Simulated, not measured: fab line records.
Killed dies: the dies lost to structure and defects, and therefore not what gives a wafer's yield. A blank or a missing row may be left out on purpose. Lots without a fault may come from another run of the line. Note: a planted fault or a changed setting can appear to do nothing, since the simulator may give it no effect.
2 desks looking at one fault | flow gf180mcu | each desk holds nothing but its own numbers, with what lay behind them at the end

== THE TOOL OWNER'S DESK: implanter-02 ==
GF_NSD_IMPLANT_09, tool's own readings: per-lot mean of the sampled wafers with a number, covering each lot this tool ran. A lot is out of limits, marked OUT, if its mean lies more than 4 standard deviations from the usual mean; the brackets give that distance.
Columns: A = beamEnergyKeV at GF_NSD_IMPLANT_09, usual 60.003; B = beamOnS at GF_NSD_IMPLANT_09, usual 19.1 s
lot  | first seen here | A                        | B
L180 | day 13 15:56    | 59.994                   | 17.8
L186 | day 15 18:41    | 60.027                   | 18.0
L189 | day 17 00:26    | 56.795 (-99 or more) OUT | 17.6
L192 | day 18 04:34    | 56.782 (-99 or more) OUT | 17.9
L202 | day 21 13:47    | 59.988                   | 17.7
Finding of this desk: L189, L192 out of limits; the first was L189 at day 17 00:26, on beamEnergyKeV at GF_NSD_IMPLANT_09. L180, L186, L202: within limits.

== THE METROLOGY DESK ==
What the gauges read, lot by lot, whatever tool the lot ran on: means of the sampled wafers that have a number. A lot is out of limits, marked OUT, if its mean lies more than 4 standard deviations from the usual mean; the brackets give that distance.
Columns: A = POLY_GATE_CVD_00_THK at GF_POLY_GATE_THK_MEAS_01, usual 194.5 nm; B = NSD_RS at GF_PSD_RS_MEAS_14, usual 46.11 ohm/sq
lot  | first seen here | A     | B
L180 | day 8 17:32     | 193.4 | 45.98
L181 | day 8 22:55     | 193.0 | 46.01
L183 | day 9 15:51     | 196.6 | 46.16
L185 | day 10 12:00    | 194.5 | 46.06
L186 | day 10 13:56    | 193.2 | 46.19
L189 | day 11 12:34    | 194.2 | 46.98 (+11) OUT
L192 | day 12 13:51    | 193.9 | 47.08 (+12) OUT
L197 | day 13 18:58    | 196.9 | 46.11
L199 | day 14 09:34    | 194.1 | 46.00
L201 | day 15 02:12    | 194.4 | 46.19
L202 | day 15 10:31    | 196.4 | 46.12
This desk finds L189, L192 out of limits, with the earliest case on L189 at day 18 00:37 (NSD_RS at GF_PSD_RS_MEAS_14). L180, L181, L183, L185, L186, L197, L199, L201, L202: within limits.

== TAKEN TOGETHER ==
At day 17 00:26, on L189, L192, the tool owner's desk was in a position to raise an alarm.
On L189, L192, the metrology desk was in a position to raise an alarm at day 18 00:37.
Of the lots named, all ran GF_NSD_IMPLANT_09 on implanter-02.

== WHAT THE SIMULATOR HAD PUT IN ==
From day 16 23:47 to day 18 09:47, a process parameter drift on implanter-02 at GF_NSD_IMPLANT_09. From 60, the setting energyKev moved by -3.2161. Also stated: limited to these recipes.
Shown lots that were struck: L189, L192.
Fault start to first reading out of limits, in hours, per desk: tool owner, 1; metrology, 25.
